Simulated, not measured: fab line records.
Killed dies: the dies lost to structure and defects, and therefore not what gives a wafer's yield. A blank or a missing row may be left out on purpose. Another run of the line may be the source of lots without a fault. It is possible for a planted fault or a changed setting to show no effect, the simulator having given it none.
The same fault as seen by 2 desks + flow sky130 + each desk holds nothing but its own numbers, with what lay behind them at the end

AT THE METROLOGY DESK
Lot by lot, what the gauges showed, no matter which tool ran the lot: averages of those sampled wafers that carry a number. A lot is out of limits, marked OUT, if its mean lies more than 4 standard deviations from the usual mean; the brackets give that distance.
Columns: A = cd_nm at SKY_VIA1_CD_MEAS_12, usual 150.1 nm; B = VIA1_OVL at SKY_VIA1_OVL_MEAS_13, usual -2 nm; C = VIA2_W_RS at SKY_VIA2_RS_MEAS_22, usual 0.270 ohm/sq
| lot  | first seen here | A     | B  | C               |
|------|-----------------|-------|----|-----------------|
| L179 | day 34 12:32    | 150.8 | -5 | 0.274           |
| L182 | day 35 05:59    | 149.7 | -4 | 0.272           |
| L183 | day 35 11:14    | 152.1 | -4 | 0.270           |
| L184 | day 35 22:29    | 150.0 | -6 | 0.273           |
| L185 | day 36 04:22    | 148.2 | 1  | 0.268           |
| L186 | day 36 10:53    | 149.5 | -5 | 0.271           |
| L187 | day 36 18:10    | 150.9 | 6  | 0.273           |
| L190 | day 37 17:14    | 151.2 | -1 | 0.269           |
| L192 | day 38 00:56    | 149.1 | -8 | 0.268           |
| L194 | day 38 17:41    | 148.4 | 1  | 0.189 (-26) OUT |
| L195 | day 39 00:10    | 151.8 | -1 | 0.187 (-27) OUT |
This desk's finding: out of limits on L194, L195; first on L194, day 41 00:34 (VIA2_W_RS at SKY_VIA2_RS_MEAS_22). Within limits: L179, L182, L183, L184, L185, L186, L187, L190, L192.

DESK OF THE TOOL OWNER: cvd_w-01
The tool's own readings at SKY_VIA2_CVD_21 (deposits W, target thk 420 nm, time 126.4 s): means of the sampled wafers that have a number, for each lot that ran on this tool. A lot is out of limits, marked OUT, if its mean lies more than 4 standard deviations from the usual mean; the brackets give that distance.
Columns: A = heater_power_outer_w at SKY_VIA2_CVD_21, usual 577 W; B = heater_power_w at SKY_VIA2_CVD_21, usual 917 W
| lot  | first seen here | A   | B   |
|------|-----------------|-----|-----|
| L179 | day 36 21:11    | 571 | 903 |
| L184 | day 38 05:46    | 565 | 921 |
| L194 | day 41 00:25    | 539 | 877 |
| L195 | day 41 06:39    | 536 | 873 |
This desk's verdict: no lot among the 4 shows anything out of limits.

PUT TOGETHER
Metrology desk: alarm possible at day 41 00:34 on L194, L195.
Nothing out of limits was seen by the tool owner's desk.
Tool owner's desk: L194, L195 on record, inside its limits.
The lots listed all ran SKY_VIA2_CVD_21 on cvd_w-01.

WHAT WAS PUT IN BY THE SIMULATOR
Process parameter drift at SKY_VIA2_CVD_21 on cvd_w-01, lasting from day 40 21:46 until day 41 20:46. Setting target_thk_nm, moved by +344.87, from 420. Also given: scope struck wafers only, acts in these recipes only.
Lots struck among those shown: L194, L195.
Per desk, hours elapsed from the start of the fault to the first reading out of limits: for the metrology desk, 3.
